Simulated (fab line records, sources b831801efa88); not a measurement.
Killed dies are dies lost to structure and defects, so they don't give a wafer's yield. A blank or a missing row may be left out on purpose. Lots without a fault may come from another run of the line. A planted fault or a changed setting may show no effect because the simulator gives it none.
Chamber matching | flow sky130 | SKY_VIA1_ETCH_14 on rie_diel-03: 4 sister chambers
The step etches BARC in N2/H2, stops on SiO2, time 45.9 s, target depth 60 nm. 20 wafers are shown with their chamber, then 10 later ones without.

WAFERS WITH THEIR CHAMBER
wafer  | chamber | drypump_motor_current_A (A) | n2_flow_sccm (sccm) | throttle_valve_pct (%)
L077.2 | 0       | 5.8                         | 99.9                | 13.219
L077.3 | 3       | 5.1                         | 99.7                | 13.225
L077.5 | 1       | 5.2                         | 100.5               | 13.227
L079.1 | 0       | 5.8                         | 99.9                | 13.217
L079.3 | 3       | 5.1                         | 99.9                | 13.242
L079.6 | 1       | 5.1                         | 99.5                | 13.219
L081.1 | 2       | 4.9                         | 99.8                | 13.230
L081.2 | 3       | 5.1                         | 100.0               | 13.209
L081.6 | 3       | 5.1                         | 99.4                | 13.236
L083.4 | 0       | 5.8                         | 99.8                | 13.226
L083.5 | 2       | 4.9                         | 100.3               | 13.231
L083.6 | 1       | 5.1                         | 100.1               | 13.239
L084.2 | 3       | 5.1                         | 100.0               | 13.231
L084.5 | 3       | 5.1                         | 99.8                | 13.215
L084.6 | 2       | 4.9                         | 100.3               | 13.225
L086.2 | 1       | 5.1                         | 100.4               | 13.218
L086.5 | 0       | 5.8                         | 100.0               | 13.232
L086.6 | 3       | 5.1                         | 100.1               | 13.221
L088.1 | 1       | 5.1                         | 99.6                | 13.233
L088.5 | 3       | 5.1                         | 100.3               | 13.231

SIGNATURES (means of the wafers above)
reading                 | chamber 0 | chamber 1 | chamber 2 | chamber 3 | scatter within a chamber
drypump_motor_current_A | 5.800     | 5.120     | 4.900     | 5.100     | 0.0224
n2_flow_sccm            | 99.900    | 100.020   | 100.133   | 99.900    | 0.31
throttle_valve_pct      | 13.22350  | 13.22720  | 13.22867  | 13.22625  | 0.00911
Rule: a wafer's distance from a chamber is the root of the sum, over the readings, of the square of ((its reading less the chamber's mean) divided by the reading's scatter). The wafer belongs to the nearest chamber; if the next one is less than 2 further off, it can't be placed. The scatter: the root of (the sum of the squares of (reading less its chamber's mean) over the shown wafers, divided by (wafers less chambers)).

WAFERS WITHOUT THEIR CHAMBER
wafer  | drypump_motor_current_A (A) | n2_flow_sccm (sccm) | throttle_valve_pct (%)
L088.6 | 5.8                         | 100.3               | 13.224
L090.1 | 5.8                         | 99.9                | 13.235
L090.4 | 5.1                         | 99.9                | 13.232
L090.6 | 5.8                         | 99.5                | 13.235
L093.1 | 5.1                         | 99.9                | 13.214
L093.3 | 4.9                         | 100.2               | 13.234
L093.5 | 5.1                         | 99.7                | 13.237
L094.1 | 5.8                         | 99.9                | 13.221
L094.5 | 5.1                         | 99.6                | 13.213
L094.6 | 5.8                         | 99.6                | 13.229

WHICH CHAMBER EACH WENT THROUGH
wafer  | from the rows above     | in truth
L088.6 | 0                       | 0
L090.1 | 0                       | 0
L090.4 | can't be placed: 3 or 1 | 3
L090.6 | 0                       | 0
L093.1 | can't be placed: 3 or 1 | 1
L093.3 | 2                       | 2
L093.5 | can't be placed: 3 or 1 | 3
L094.1 | 0                       | 0
L094.5 | can't be placed: 3 or 1 | 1
L094.6 | 0                       | 0
Placed correctly: 6 of 10. Can't be placed from these rows: 4 (the true chamber is among the candidates in 4). Placed wrongly: 0.
